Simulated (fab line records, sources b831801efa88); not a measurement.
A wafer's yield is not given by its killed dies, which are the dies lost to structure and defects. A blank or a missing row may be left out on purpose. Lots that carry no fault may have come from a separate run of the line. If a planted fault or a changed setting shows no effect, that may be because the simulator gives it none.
Code-filled problem report in 8D (eight disciplines) form ; flow sfqLine ; the parts of the form that need people (team, actions taken, sign-off) are left out

1. THE ISSUE
SFQ_TRILAYER_I7_VIA_LITHO_PEB_190, heaterPowerTotalW: mean 86.94 W over 1 wafer from 1 lot; wafers with no fault: 79.15 W, standard deviation 0.071. So: +99 or more standard deviations from the usual mean.
The step: peb time 60 s.
First observed at day 87 13:56: wafer L701.2, on lithoTrack-02. At this step, 14 wafers from 5 lots have a number in the record. By rule, "out" or "out of limits" means more than 4 standard deviations away from the usual mean. All remaining wafers that have a number are taken as sound.

2. WHAT IT IS, WHAT IT ISN'T
question;is;is not
which readings at this step;heaterPowerTotalW;-
which lots;L701;L689, L706, L709, L711
which wafers of those lots;L701.2;L701.1
read on which tools;lithoTrack-02;lithoTrack-01
when;from day 87 13:56;"up to then (4 sound wafers); but 9 sound wafers of L706, L709, L711 came after"

3. THE SUSPECTS, EACH WITH WHAT RULES IT OUT
Counting: a tool at a process step up to the reading stays a suspect if it ran every lot that is out. Sound lots after the first of them don't rule it out here, since some wafers of a struck lot are sound.
- rieMetal-01 at SFQ_TRILAYER_M7_BARC_OPEN_METAL_ETCH_229 (etches BARC in O2, target depth 125 nm, time 41.7 s): kept. It ran the lot that is out, L701 (day 82 21:08); its last sound lot up to then is L689 (day 81 06:42).
- rieMetal-01 at SFQ_TRILAYER_M7_STRIP_STRIP_181 (strips in O2): kept. It ran the lot that is out, L701 (day 82 21:20); its last sound lot up to then is L689 (day 81 06:53).
- cmp-01 at SFQ_TRILAYER_I7_CMP_CMP_184 (polishes SiO2): kept. It ran the lot that is out, L701 (day 83 00:35).
- filmMetro-04 at SFQ_TRILAYER_I7_METRO_MEASURE_185: kept. It ran the lot that is out, L701 (day 83 02:42).
- lithoTrack-02 at SFQ_TRILAYER_I7_VIA_LITHO_PEB_190 (peb time 60 s): kept. It ran the lot that is out, L701 (day 87 13:56). Its own readings are out on those wafers: heaterPowerTotalW.
- Within rieMetal-01 at SFQ_TRILAYER_M7_BARC_OPEN_METAL_ETCH_229: the wafers that are out ran in chamber 0; their sound lot-mates ran in chamber 1.
- Within rieMetal-01 at SFQ_TRILAYER_M7_STRIP_STRIP_181: the wafers that are out ran in chamber 0; their sound lot-mates ran in chamber 1.
- Within cmp-01 at SFQ_TRILAYER_I7_CMP_CMP_184: the wafers that are out ran in chamber 2; their sound lot-mates ran in chamber 1.
Left after counting: rieMetal-01 at SFQ_TRILAYER_M7_BARC_OPEN_METAL_ETCH_229, rieMetal-01 at SFQ_TRILAYER_M7_STRIP_STRIP_181, cmp-01 at SFQ_TRILAYER_I7_CMP_CMP_184, filmMetro-04 at SFQ_TRILAYER_I7_METRO_MEASURE_185, lithoTrack-02 at SFQ_TRILAYER_I7_VIA_LITHO_PEB_190.

4. THE CAUSE (what the simulator had put in)
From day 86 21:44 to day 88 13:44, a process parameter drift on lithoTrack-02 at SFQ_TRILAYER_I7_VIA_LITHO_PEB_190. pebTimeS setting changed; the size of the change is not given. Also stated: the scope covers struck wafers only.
5 suspects survive the count, and this tool is in that group.

5. THE EFFECT CHAIN, in route order
Each row: a reading where the mean over the struck wafers with a number is more than 3 standard deviations away from the usual. Only readings for which the record gives a usual standard deviation are gone through. hours: the time from each lot's start at the first step in this table that gives one to its start at this step, as a median over the lots. sigmas: the change in usual standard deviations.
hours;step;reading;usual;on struck wafers;change;sigmas
0;SFQ_TRILAYER_I7_VIA_LITHO_PEB_190;heaterPowerTotalW;79.15 W;86.94;+7.79;+99 or more
Here are the process steps it includes:
- SFQ_TRILAYER_I7_VIA_LITHO_PEB_190: peb time 60 s.
Later steps that measure or inspect, where all struck wafers having a row at the step show a number for every such reading and not one has moved that far: SFQ_I7_OVL_MEAS_947.

6. WHAT WOULD HAVE CAUGHT IT SOONER
In this record no reading fell out of limits until day 87 13:56, 16 hours after the fault had begun at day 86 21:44.
